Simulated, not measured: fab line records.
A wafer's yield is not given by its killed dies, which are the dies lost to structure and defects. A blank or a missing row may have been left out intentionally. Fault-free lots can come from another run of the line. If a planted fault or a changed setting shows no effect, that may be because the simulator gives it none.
fab line records	flow sky130
record lots=10	wafers=30	lastDay=49
route steps=708 shown POLY_GATE@235 LDD_HVN@277 SPACER@304 POLY_CUT@319 PAD_OPEN@708
lots that met no fault: from a run of the same line without faults
startH: hours from the record's first day to the start of the lot's first wafer shown	waitH: hours elapsed since this lot's preceding step	" unchanged from the row above	L1.1+2: a row that stands for several wafers	- no value, or no start was given	* or withheld: withheld	< > ~ a bound
route shown NAME@n: names a module that has steps shown in the file, with the first one's number in the route	usual: mean/standard deviation of fault-free wafers	same: alike in all rows	chamber/n: place in a boat	sites: per-site readings	_std_site: the standard deviation of these	_edge_site: outer sites' mean less inner sites'	radiusMm: for every site, how far away it sits from the centre of the wafer	mask NAME#n: copy n	behind: the tool/chamber that last shaped the wafer	hold: the reason the lot was held/the length of the hold in hours/how it ended	device: transistor that didn't switch, given as n, p or np	end of line: the route-end tests of the same wafers	a step with no rows: only its recipe	killed: count of dies lost to structure and defects at first sort (not the wafer's yield)	map: a wafer's dies, marking killed ones x, the rest . and places with no die _
set.NAME: the setting as run; set.NAME@STEP: as run at that earlier step	model.NAME: the simulator's own value behind a step, which no gauge read
a sample of lots followed through the steps of the route, with each step as a table and each wafer as a row
services: a tool's chamber out of use, with start hour (startH, from the record's first day; less than 0 if before it), hours out, and reason
## steps
# step SKY_POLY_GATE_THK_MEAS_21
# recipe reads=SiO2_of_POLY_GATE_OXIDATION_20
# usual POLY_GATE_OXIDATION_THK=4.00/0.075
lot.wafer	tool	chamber	startH	waitH	POLY_GATE_OXIDATION_THK[nm]
L197.1	filmMetro-04	-	372.21	0.0	3.99
L197.5	"	-	"	"	4.01
L197.6	"	-	"	"	3.91
L199.3	filmMetro-03	-	395.43	0.0	3.88
L199.4	"	-	"	"	3.91
L199.6	"	-	"	"	3.92
L201.1	filmMetro-04	-	410.86	0.0	4.00
L201.3	"	-	"	"	3.89
L201.6	"	-	"	"	3.96
L200.1	filmMetro-03	-	412.94	0.0	3.97
L200.4	"	-	"	"	3.98
L200.6	"	-	"	"	3.96
L204.1	filmMetro-02	-	438.63	0.0	3.86
L204.2	"	-	"	"	3.93
L204.4	"	-	"	"	3.92
L205.1	filmMetro-03	-	439.46	0.0	4.01
L205.2	"	-	"	"	3.94
L205.4	"	-	"	"	4.12
L206.1	filmMetro-02	-	447.93	0.0	3.96
L206.5	"	-	"	"	4.01
L206.6	"	-	"	"	3.91
L208.1	filmMetro-04	-	468.72	0.0	3.89
L208.5	"	-	"	"	3.87
L208.6	"	-	"	"	3.97
L212.1	filmMetro-04	-	499.03	0.0	3.91
L212.2	"	-	"	"	3.87
L212.3	"	-	"	"	3.97
L213.3	filmMetro-03	-	516.24	0.0	4.06
L213.4	"	-	"	"	4.08
L213.5	"	-	"	"	4.03
# step SKY_LDD_HVN_TW_MEAS_10
# usual LDD_HVN_TW=1446/9.8
lot.wafer	tool	chamber	startH	waitH	LDD_HVN_TW
L197.1	filmMetro-04	-	464.32	0.1	1432
L197.5	"	-	"	"	1438
L197.6	"	-	"	"	1443
L199.3	filmMetro-04	-	489.19	0.1	1426
L199.4	"	-	"	"	1434
L199.6	"	-	"	"	1431
L201.1	filmMetro-02	-	505.12	0.1	1442
L201.3	"	-	"	"	1431
L201.6	"	-	"	"	1438
L200.1	filmMetro-03	-	506.67	0.1	1454
L200.4	"	-	"	"	1449
L200.6	"	-	"	"	1456
L204.1	filmMetro-02	-	533.29	0.1	1454
L204.2	"	-	"	"	1446
L204.4	"	-	"	"	1451
L205.1	filmMetro-02	-	533.57	0.1	1456
L205.2	"	-	"	"	1449
L205.4	"	-	"	"	1450
L206.1	filmMetro-04	-	540.37	0.1	1428
L206.5	"	-	"	"	1426
L206.6	"	-	"	"	1425
L208.1	filmMetro-03	-	561.22	0.1	1455
L208.5	"	-	"	"	1455
L208.6	"	-	"	"	1461
L212.1	filmMetro-02	-	590.02	0.1	1452
L212.2	"	-	"	"	1443
L212.3	"	-	"	"	1446
L213.3	filmMetro-02	-	606.41	0.1	1440
L213.4	"	-	"	"	1440
L213.5	"	-	"	"	1446
# step SKY_SPACER_CVD_00
# recipe material=Si3N4	precursor=DCS/NH3	targetThkNm=43.1	tempC=770	timeS=740	pressureMtorr=250
# usual spikeTcCentreC=771.8/1.1	spikeTcLowerC=769.7/1.2	spikeTcTopC=787.1/1.1	spikeTcUpperC=769.8/1.1	susceptorTempC=770.0/0.35	zonePowerLowerPct=12.7/1.2
lot.wafer	tool	chamber	startH	waitH	spikeTcCentreC	spikeTcLowerC	spikeTcTopC	spikeTcUpperC	susceptorTempC	zonePowerLowerPct
L197.1	lpcvd-02	0	525.52	0.0	772.1	768.6	787.8	768.5	770.0	11.3
L197.5	"	0	"	"	773.3	770.3	786.7	767.1	770.1	11.3
L197.6	"	0	"	"	771.1	771.5	786.4	768.3	770.6	11.4
L199.3	lpcvd-02	0	550.89	0.0	771.9	770.4	786.7	768.4	770.4	11.3
L199.4	"	0	"	"	772.3	770.1	786.4	770.4	770.0	11.3
L199.6	"	0	"	"	773.3	768.9	787.3	769.5	769.7	11.2
L201.1	lpcvd-02	0	567.42	0.4	771.5	769.5	786.7	766.5	770.6	11.4
L201.3	"	0	"	"	772.5	771.4	786.5	768.9	770.5	11.4
L201.6	"	0	"	"	771.9	771.7	785.1	770.0	769.8	11.5
L200.1	lpcvd-02	1	568.62	1.1	770.4	768.9	786.6	770.0	769.5	13.8
L200.4	"	1	"	"	771.5	769.0	788.4	769.9	769.7	13.9
L200.6	"	1	"	"	772.4	769.6	788.9	770.3	769.7	13.9
L204.1	lpcvd-02	0	593.17	0.0	772.2	770.9	785.3	769.1	770.5	11.4
L204.2	"	0	"	"	773.0	770.5	788.6	769.4	770.5	11.3
L204.4	"	0	"	"	772.7	771.5	785.6	771.4	770.6	11.3
L205.1	lpcvd-02	1	594.98	1.1	770.1	769.0	787.2	769.8	770.3	13.5
L205.2	"	1	"	"	770.0	768.9	785.5	769.5	769.7	14.1
L205.4	"	1	"	"	770.3	769.1	787.3	770.7	770.3	13.7
L206.1	lpcvd-02	0	601.61	1.1	773.7	774.1	788.8	770.4	770.2	11.5
L206.5	"	0	"	"	771.3	769.7	786.4	769.2	770.2	11.4
L206.6	"	0	"	"	771.0	770.6	785.3	770.0	769.7	11.5
L208.1	lpcvd-02	1	621.51	0.0	771.5	768.0	788.1	770.0	770.6	13.8
L208.5	"	1	"	"	771.0	769.3	787.3	770.8	769.9	13.9
L208.6	"	1	"	"	773.8	767.6	786.4	769.7	770.2	13.8
L212.1	lpcvd-02	0	648.47	0.0	765.7	765.8	782.5	766.1	766.0	11.3
L212.2	"	0	"	"	767.0	766.7	782.6	764.9	765.3	11.2
L212.3	"	0	"	"	769.6	765.9	784.0	765.1	765.3	11.2
L213.3	lpcvd-02	0	664.23	0.0	768.8	765.5	784.0	763.5	765.8	11.2
L213.4	"	0	"	"	765.3	764.9	782.4	765.7	765.3	11.2
L213.5	"	0	"	"	769.6	765.6	781.8	765.3	764.9	11.3
# step SKY_SPACER_THK_MEAS_01
# recipe reads=Si3N4_of_SPACER_CVD_00
# usual SPACER_CVD_00_THK=42.9/0.45
lot.wafer	tool	chamber	startH	waitH	hold	SPACER_CVD_00_THK[nm]
L197.1	filmMetro-01	-	526.73	0.0	-	42.7
L197.5	"	-	"	"	-	42.6
L197.6	"	-	"	"	-	42.5
L199.3	filmMetro-01	-	552.11	0.0	-	42.6
L199.4	"	-	"	"	-	42.8
L199.6	"	-	"	"	-	42.6
L201.1	filmMetro-03	-	568.62	0.0	-	42.6
L201.3	"	-	"	"	-	42.6
L201.6	"	-	"	"	-	42.9
L200.1	filmMetro-04	-	569.83	0.0	-	43.6
L200.4	"	-	"	"	-	43.3
L200.6	"	-	"	"	-	43.3
L204.1	filmMetro-04	-	594.98	0.0	-	43.0
L204.2	"	-	"	"	-	43.0
L204.4	"	-	"	"	-	43.0
L205.1	filmMetro-01	-	596.79	0.0	-	42.5
L205.2	"	-	"	"	-	42.7
L205.4	"	-	"	"	-	42.9
L206.1	filmMetro-01	-	602.81	0.0	-	43.7
L206.5	"	-	"	"	-	43.0
L206.6	"	-	"	"	-	43.1
L208.1	filmMetro-04	-	623.32	0.0	-	43.1
L208.5	"	-	"	"	-	43.1
L208.6	"	-	"	"	-	43.1
L212.1	filmMetro-01	-	649.68	0.0	awaitDispo/0.2h/release	38.7
L212.2	"	-	"	"	awaitDispo/0.2h/release	39.1
L212.3	"	-	"	"	awaitDispo/0.2h/release	39.1
L212.1	filmMetro-01	-	649.90	0.2	-	38.8
L212.2	"	-	"	"	-	39.2
L212.3	"	-	"	"	-	39.1
L213.3	filmMetro-04	-	665.46	0.0	awaitDispo/0.2h/release	39.5
L213.4	"	-	"	"	awaitDispo/0.2h/release	38.6
L213.5	"	-	"	"	awaitDispo/0.2h/release	39.0
L213.3	filmMetro-04	-	665.68	0.2	-	39.5
L213.4	"	-	"	"	-	38.6
L213.5	"	-	"	"	-	39.0
# step SKY_SPACER_ETCHBACK_02
# recipe chemistry=CH3F/O2	target=Si3N4	stopOn=SiO2	sourceW=400	biasW=80	pressureMtorr=25	ch3fFlowSccm=40	O2_flow_sccm=30	timeS=46.7	targetDepthA=450
# usual drypumpMotorCurrentA=5.7/0.46	oesProductAu=0.852/0.0067	throttleValvePct=10.564/0.0096
lot.wafer	tool	chamber	startH	waitH	hold	drypumpMotorCurrentA	oesProductAu	rfHoursCounterH	throttleValvePct
L197.1	rieDiel-02	1	526.79	0.1	-	5.1	0.843	32	10.565
L197.5	"	1	"	"	-	5.1	0.852	-	10.558
L197.6	"	3	"	"	-	5.6	0.843	-	10.559
L199.3	rieDiel-03	2	552.15	0.0	-	6.3	0.847	6	10.572
L199.4	"	3	"	"	-	5.9	0.850	78	10.548
L199.6	"	1	"	"	-	6.2	0.838	-	10.561
L201.1	rieDiel-01	3	568.68	0.1	-	5.9	0.855	5	10.559
L201.3	"	1	"	"	-	5.5	0.849	14	10.525
L201.6	"	1	"	"	-	5.5	0.858	-	10.567
L200.1	rieDiel-02	1	569.89	0.1	-	5.2	0.851	33	10.568
L200.4	"	2	"	"	-	5.1	0.854	1	10.571
L200.6	"	2	"	"	-	5.1	0.859	-	10.565
L204.1	rieDiel-01	1	595.04	0.1	-	5.5	0.854	14	10.561
L204.2	"	2	"	"	-	5.9	0.853	8	10.584
L204.4	"	0	"	"	-	6.3	0.849	11	10.574
L205.1	rieDiel-01	0	596.85	0.1	-	6.3	0.846	11	10.574
L205.2	"	3	"	"	-	5.8	0.856	5	10.557
L205.4	"	2	"	"	-	5.9	0.854	8	10.568
L206.1	rieDiel-03	1	602.87	0.1	-	6.2	0.865	2	10.572
L206.5	"	1	"	"	-	6.1	0.851	-	10.566
L206.6	"	0	"	"	-	5.3	0.853	-	10.576
L208.1	rieDiel-02	0	623.38	0.1	-	6.3	0.847	4	10.564
L208.5	"	2	"	"	-	5.2	0.856	-	10.564
L208.6	"	1	"	"	-	5.2	0.847	-	10.553
L212.1	rieDiel-02	2	660.76	10.8	awaitDispo/10.8h/release	5.1	0.807	2	10.562
L212.2	"	3	"	"	awaitDispo/10.8h/release	5.6	0.814	15	10.573
L212.3	"	1	"	"	awaitDispo/10.8h/release	5.2	0.811	34	10.562
L213.3	rieDiel-01	0	667.06	1.4	awaitDispo/1.3h/release	6.3	0.814	13	10.559
L213.4	"	1	"	"	awaitDispo/1.3h/release	5.5	0.810	15	10.546
L213.5	"	2	"	"	awaitDispo/1.3h/release	5.9	0.818	-	10.556
# step SKY_POLY_CUT_STRIP_12
# recipe chemistry=O2/N2	powerW=1400	pressureMtorr=1500	platenTempC=withheld	o2FlowSccm=3000	n2FlowSccm=300	overashFraction=0.5
# usual drypumpMotorCurrentA=5.3/0.53	oesProductAu=0.453/0.0044	stripTimeToEndpointS=5.361/0.017
lot.wafer	tool	chamber	startH	waitH	drypumpMotorCurrentA	oesProductAu	rfHoursCounterH	stripTimeToEndpointS
L197.1	plasmaAsher-03	1	557.03	0.0	5.0	0.457	47	5.397
L197.5	"	1	"	"	4.9	0.452	-	5.376
L197.6	"	0	"	"	6.1	0.452	-	5.369
L199.3	plasmaAsher-02	0	581.16	0.1	4.8	0.447	-	5.354
L199.4	"	1	"	"	4.9	0.460	-	5.355
L199.6	"	1	"	"	4.8	0.449	-	5.357
L201.1	plasmaAsher-01	1	598.79	0.0	5.7	0.451	90	5.359
L201.3	"	0	"	"	5.9	0.455	-	5.348
L201.6	"	1	"	"	5.7	0.450	-	5.368
L200.1	plasmaAsher-01	1	599.83	0.0	5.7	0.452	90	5.353
L200.4	"	1	"	"	5.7	0.453	-	5.352
L200.6	"	1	"	"	5.7	0.457	-	5.329
L204.1	plasmaAsher-02	1	624.66	0.0	4.9	0.458	77	5.334
L204.2	"	0	"	"	4.9	0.449	77	5.345
L204.4	"	0	"	"	4.8	0.453	-	5.340
L205.1	plasmaAsher-02	0	625.89	0.0	4.8	0.455	77	5.346
L205.2	"	1	"	"	4.8	0.456	77	5.372
L205.4	"	1	"	"	4.8	0.450	-	5.339
L206.1	plasmaAsher-02	0	631.51	0.0	4.8	0.451	78	5.354
L206.5	"	1	"	"	4.8	0.453	-	5.364
L206.6	"	0	"	"	4.8	0.445	-	5.347
L208.1	plasmaAsher-01	0	651.34	0.0	5.9	0.456	95	5.366
L208.5	"	0	"	"	5.9	0.441	-	5.354
L208.6	"	1	"	"	5.7	0.456	-	5.377
L212.1	plasmaAsher-02	1	678.48	0.0	4.8	0.453	82	5.373
L212.2	"	0	"	"	4.8	0.451	82	5.371
L212.3	"	1	"	"	4.8	0.452	-	5.365
L213.3	plasmaAsher-03	1	693.83	0.1	5.0	0.450	-	5.364
L213.4	"	0	"	"	6.2	0.457	-	5.350
L213.5	"	1	"	"	4.9	0.448	-	5.338
# step SKY_PAD_OPEN_PROBE_99
# usual killed_at_M0_to_M3=43/7.5	killed_at_M4_up=3.3/1.9	killedAtContacts=24/4.6	killedAtFrontEnd=16/4.9	killedAtOther=0.2/0.46	killedDies=87/9.1	killedOpen=47/7.4	killedShort=39/6.6
# same grossDies=492	killedAtBackSide=0
lot.wafer	tool	chamber	startH	waitH	killed_at_M0_to_M3	killed_at_M4_up	killedAtContacts	killedAtFrontEnd	killedAtOther	killedDies	killedOpen	killedShort
L208.5	prober-01	-	1140.72	0.2	39	5	21	15	0	80	36	44
# killed by level:class
L208.5 VIA1:geometricParticle:open=10 LI_CONTACT:geometricParticle:open=7 CONTACT:geometricParticle:short=7 VIA3:geometricParticle:open=6 METAL1:geometricParticle:short=5 VIA1:geometricParticle:short=5 FIELD_ISO:geometricParticle:short=4 METAL4:geometricParticle:short=4
## services
tool	chamber	startH	hours	kind
rieDiel-03	1	504.41	-	clean
rieDiel-03	1	504.41	14.7	scheduledDown
rieDiel-03	1	504.41	14.7	ventCycle
rieDiel-02	2	510.13	-	clean
rieDiel-02	2	510.13	17.8	scheduledDown
rieDiel-02	2	510.13	17.8	ventCycle
rieDiel-03	2	514.29	9.0	repair
rieDiel-01	2	524.52	13.3	repair
rieDiel-03	3	530.16	6.7	repair
rieDiel-01	-	541.86	2.4	repair
rieDiel-02	-	544.42	2.8	pm
plasmaAsher-02	-	551.04	1.3	repair
rieDiel-02	-	563.73	0.2	repair
rieDiel-01	1	578.98	6.7	repair
plasmaAsher-01	-	590.03	6.1	repair
rieDiel-02	2	601.78	4.5	repair
plasmaAsher-03	-	615.88	0.7	repair
rieDiel-03	-	638.96	2.8	pm
rieDiel-01	1	644.21	18.2	repair
rieDiel-03	-	648.55	0.9	repair
rieDiel-03	1	656.19	3.2	repair
rieDiel-01	3	657.49	3.3	repair
rieDiel-01	-	662.48	2.8	pm
plasmaAsher-02	-	679.76	4.4	repair
## key
firstSign step=SKY_SPACER_CVD_00	reading=susceptorTempC	direction=down	sigmas=13	usual=*	struck=*
effect step=SKY_SPACER_CVD_00	reading=spikeTcUpperC	direction=down	sigmas=4.2	usual=769.8	struck=765.1
effect step=SKY_SPACER_THK_MEAS_01	reading=visit	direction=added
effect step=SKY_SPACER_THK_MEAS_01	reading=SPACER_CVD_00_THK	direction=down	sigmas=8.8	usual=42.9	struck=39.0
effect step=SKY_SPACER_ETCHBACK_02	reading=oesProductAu	direction=down	sigmas=5.9	usual=0.852	struck=0.812
metAt SKY_SPACER_CVD_00
struckLots L212,L213
testerLeftOut L212,L213
notActingAt SKY_POLY_GATE_THK_MEAS_21,SKY_LDD_HVN_TW_MEAS_10,SKY_POLY_CUT_STRIP_12
onsetBetween 621.51 648.47
fault kind=processParameterDrift	tool=lpcvd-02	chamber=-	onsetH=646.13	steps=SKY_SPACER_CVD_00	channel=tempC	offset=*	shape=step	endH=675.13	actsIn=*	stated=*
# testerLeftOut: of these lots the tester's yield and bins aren't shown, on N5 and GAA mostly nor the transistor test; their killed dies are dies lost to structure and defects alone, not to doping, threshold or leakage, so they don't give the yield
